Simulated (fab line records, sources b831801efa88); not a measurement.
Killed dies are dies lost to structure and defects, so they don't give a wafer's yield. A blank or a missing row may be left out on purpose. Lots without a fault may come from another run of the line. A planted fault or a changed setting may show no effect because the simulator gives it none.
Which tool did it? | flow gf180mcu | 12 lots, 36 wafers sampled, at 4 steps of a route of 602

WHAT THE GAUGES READ, wafer by wafer
GF_STI_THK_MEAS_30.
lot  | measured    | on            | STI_OXIDATION_02_THK (nm)
L575 | day 2 08:13 | film_metro-03 | 10.11 10.17 10.22
L576 | day 2 11:32 | film_metro-02 | 10.34 10.09 10.02
L577 | day 2 16:14 | film_metro-03 | 9.99 10.02 10.26
L578 | day 2 21:45 | film_metro-02 | 10.10 10.03 9.90
L579 | day 3 02:48 | film_metro-04 | 9.84 9.88 9.87
L580 | day 3 07:48 | film_metro-04 | 9.94 9.89 10.00
L582 | day 3 20:11 | film_metro-02 | 9.94 9.90 9.85
L584 | day 4 04:02 | film_metro-02 | 9.98 9.88 9.88
L587 | day 4 21:37 | film_metro-03 | 9.94 10.04 10.00
L590 | day 5 10:34 | film_metro-04 | 9.93 10.03 9.96
L591 | day 5 16:07 | film_metro-04 | 9.75 9.62 9.92
L598 | day 7 06:31 | film_metro-02 | 9.86 10.03 9.90

GF_VT_IMPLANT_OVL_MEAS_29.
lot  | measured     | on         | VT_IMPLANT_02_OVL (nm)
L575 | day 6 23:08  | overlay-01 | -2.2 0.3 -1.2
L576 | day 7 02:36  | overlay-01 | -2.2 -0.9 -0.6
L577 | day 7 09:31  | overlay-02 | -1.5 -1.2 -0.7
L578 | day 7 15:25  | overlay-02 | 0.3 -0.2 0.0
L579 | day 7 21:17  | overlay-01 | -0.5 -0.8 -0.6
L580 | day 8 06:05  | overlay-02 | -2.1 -2.2 -0.5
L582 | day 8 19:30  | overlay-02 | -1.6 -0.4 0.7
L584 | day 9 05:12  | overlay-01 | 0.1 -0.6 -0.9
L587 | day 10 04:05 | overlay-02 | 209.3 210.0 211.2
L590 | day 10 22:17 | overlay-02 | 211.3 211.5 212.0
L591 | day 11 04:57 | overlay-01 | 0.4 0.5 -0.5
L598 | day 13 05:47 | overlay-02 | 2.0 1.8 0.6

WHICH TOOL RAN EACH LOT (tool, then ch and the chambers of the sampled wafers, then the start)
lot  | GF_NWELL_STRIP_10                   | GF_VT_IMPLANT_EXPOSE_26
L575 | plasma_asher-01 ch 0,1, day 3 09:26 | iline_stepper-02 ch 0, day 6 15:12
L576 | plasma_asher-02 ch 0,1, day 3 13:07 | iline_stepper-01 ch 0, day 6 18:37
L577 | plasma_asher-04 ch 0,1, day 3 17:32 | iline_stepper-01 ch 0, day 7 01:40
L578 | plasma_asher-04 ch 0,1, day 3 23:23 | iline_stepper-02 ch 0, day 7 08:02
L579 | plasma_asher-02 ch 0,1, day 4 04:37 | iline_stepper-01 ch 0, day 7 13:50
L580 | plasma_asher-01 ch 0,1, day 4 10:28 | iline_stepper-01 ch 0, day 7 22:05
L582 | plasma_asher-04 ch 0,1, day 4 23:05 | iline_stepper-01 ch 0, day 8 11:42
L584 | plasma_asher-01 ch 0,1, day 5 07:19 | iline_stepper-02 ch 0, day 8 21:08
L587 | plasma_asher-04 ch 0,1, day 6 01:54 | iline_stepper-02 ch 0, day 9 19:41
L590 | plasma_asher-02 ch 0,1, day 6 16:53 | iline_stepper-02 ch 0, day 10 13:25
L591 | plasma_asher-02 ch 0,1, day 6 23:10 | iline_stepper-01 ch 0, day 10 19:40
L598 | plasma_asher-01 ch 0,1, day 8 15:23 | iline_stepper-01 ch 0, day 12 19:58
- GF_NWELL_STRIP_10: strips in O2/N2.
- GF_VT_IMPLANT_EXPOSE_26: exposes mask LVPWELL HV AREA, target cd 860 nm.

WHAT THE TOOLS THEMSELVES READ (means of the sampled wafers that have a number; where no wafer has one, the mark that the record gives instead)
GF_NWELL_STRIP_10.
lot  | tool            | chamber_pressure_mTorr (mTorr) | drypump_motor_current_A (A) | heater_power_w (W) | o2_flow_sccm (sccm) | oes_product_au (a.u.) | platen_temp_c (C) | strip_time_to_endpoint_s (s)
L575 | plasma_asher-01 | 1500.3                         | 6.1                         | 310                | 2994                | 0.722                 | 249.83            | 36.79
L576 | plasma_asher-02 | 1500.2                         | 5.6                         | 318                | 2992                | 0.720                 | 249.88            | 37.10
L577 | plasma_asher-04 | 1499.7                         | 5.7                         | 319                | 2998                | 0.724                 | 250.10            | 36.82
L578 | plasma_asher-04 | 1500.0                         | 5.7                         | 318                | 3006                | 0.718                 | 249.94            | 36.67
L579 | plasma_asher-02 | 1501.2                         | 5.6                         | 320                | 2992                | 0.720                 | 250.00            | 36.89
L580 | plasma_asher-01 | 1499.4                         | 6.1                         | 318                | 2995                | 0.723                 | 250.08            | 37.06
L582 | plasma_asher-04 | 1500.3                         | 6.0                         | 336                | 3003                | 0.720                 | 250.04            | 36.85
L584 | plasma_asher-01 | 1500.0                         | 6.0                         | 306                | 2988                | 0.722                 | 250.22            | 36.98
L587 | plasma_asher-04 | 1500.7                         | 5.7                         | 313                | 3008                | 0.727                 | 250.03            | 37.00
L590 | plasma_asher-02 | 1498.8                         | 5.6                         | 315                | 2993                | 0.721                 | 250.13            | 37.07
L591 | plasma_asher-02 | 1501.6                         | 5.5                         | 323                | 2997                | 0.723                 | 250.07            | 36.81
L598 | plasma_asher-01 | 1499.8                         | 6.1                         | 319                | 3004                | 0.725                 | 250.06            | 36.91

GF_VT_IMPLANT_EXPOSE_26.
lot  | tool             | focus_offset_nm (nm)
L575 | iline_stepper-02 | -0.3
L576 | iline_stepper-01 | -0.5
L577 | iline_stepper-01 | 0.2
L578 | iline_stepper-02 | 0.3
L579 | iline_stepper-01 | -0.4
L580 | iline_stepper-01 | 0.4
L582 | iline_stepper-01 | 0.5
L584 | iline_stepper-02 | 0.3
L587 | iline_stepper-02 | -0.5
L590 | iline_stepper-02 | -0.1
L591 | iline_stepper-01 | -0.5
L598 | iline_stepper-01 | 0.5

THE ANSWER, worked out from the rows above alone
Rule: what is usual is taken from the lots themselves. Put in order of their means at a reading, lots are off if they are a third of the lots or fewer, leave a main group of 4 or more, and stand apart from it by a gap of 3 or more times the standard deviation of the main group's means; of several such gaps the widest counts. A main group whose means are all the same, to the digits that the tables above print for the reading, isn't used. A lot without any number at a reading at which 4 lots or more have one is off too. The other lots that the step has rows for count as sound. The gauges are gone through in route order, then the tools' own readings, and for those a lot's mean is taken as printed above. The first step at which some lot is off is used, and at that step the reading that is off furthest; a lot without a number counts as furthest.
Off: L587, L590, at GF_VT_IMPLANT_OVL_MEAS_29 (VT_IMPLANT_02_OVL). The main group: mean -0.5 nm, standard deviation 0.84.
A tool fits if, at a process step before that reading, it ran every lot that is off, and no sound lot after the first of them. The gauges at GF_VT_IMPLANT_OVL_MEAS_29 are tried like those tools. One fits: iline_stepper-02 at GF_VT_IMPLANT_EXPOSE_26. Its last sound lot is L584 (day 8 21:08), its first lot that is off L587 (day 9 19:41): a fault that began between those two fits.

WHAT THE SIMULATOR HAD PUT IN
Scanner matching overlay: iline_stepper-02, from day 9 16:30 on, at GF_VT_IMPLANT_EXPOSE_26. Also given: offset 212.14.
Lots struck among those shown: L587, L590. The rule above found the same.
